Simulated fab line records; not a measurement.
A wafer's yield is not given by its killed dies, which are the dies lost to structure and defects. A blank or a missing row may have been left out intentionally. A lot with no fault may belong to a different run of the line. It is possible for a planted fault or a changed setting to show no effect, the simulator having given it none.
What tool caused it? + flow sky130 + route of 708 steps, sampled at 1 step: 12 lots, 36 wafers

WHAT EACH GAUGE READ, for each wafer
SKY_CAP2M_OVL_MEAS_12. Usual: CAP2M_OVL -0.8 nm, standard deviation 1.5.
| lot  | measured     | on         | CAP2M_OVL (nm) | flag |
|------|--------------|------------|----------------|------|
| L888 | day 40 07:40 | overlay-02 | -0.6 -0.3 0.0  |      |
| L890 | day 41 14:50 | overlay-02 | -4.1 -2.3 -2.3 |      |
| L893 | day 42 06:19 | overlay-02 | -1.3 -0.7 -1.1 |      |
| L894 | day 42 16:52 | overlay-02 | -3.6 -1.9 -3.6 |      |
| L895 | day 42 22:20 | overlay-01 | -2.1 -1.2 0.8  |      |
| L897 | day 43 07:05 | overlay-01 | 1.5 0.0 -0.5   |      |
| L899 | day 44 01:44 | overlay-02 | 1.0 -0.6 0.3   |      |
| L902 | day 44 14:38 | overlay-02 | 1.3 2.0 0.0    |      |
| L905 | day 45 15:37 | overlay-02 | -0.7 -1.1 -1.5 |      |
| L907 | day 46 16:07 | overlay-01 | -2.1 -2.5 -0.8 |      |
| L910 | day 47 00:11 | overlay-02 | -2.3 -4.3 -2.4 |      |
| L911 | day 47 02:44 | overlay-02 | 2.3 1.4 1.7    |      |

EACH LOT AND THE TOOL THAT RAN IT (in order: tool; ch and the chambers of the sampled wafers; start)
No process step before these readings appears in the record.

WHAT THE TOOLS THEMSELVES READ (means of the sampled wafers that have a number; where no wafer has one, the mark that the record gives instead)
The record holds no such reading with a usual standard deviation.

THE ANSWER, worked out from the rows above alone
Rule: lot off if the mean of its wafers having a number is beyond 3 standard deviations from the usual mean. Also off: a lot with no number at a reading for which 4 or more lots have one. Any other lot the step has rows for is counted as sound. Order of review: gauges by route order, followed by the tools' own readings, for which a lot's mean as printed above is used. The first step at which some lot is off is used, and at that step the reading that is off furthest; a lot without a number counts as furthest.
Nothing can be told from this: no lot is off at any reading shown.

WHAT THE SIMULATOR HAD PUT IN
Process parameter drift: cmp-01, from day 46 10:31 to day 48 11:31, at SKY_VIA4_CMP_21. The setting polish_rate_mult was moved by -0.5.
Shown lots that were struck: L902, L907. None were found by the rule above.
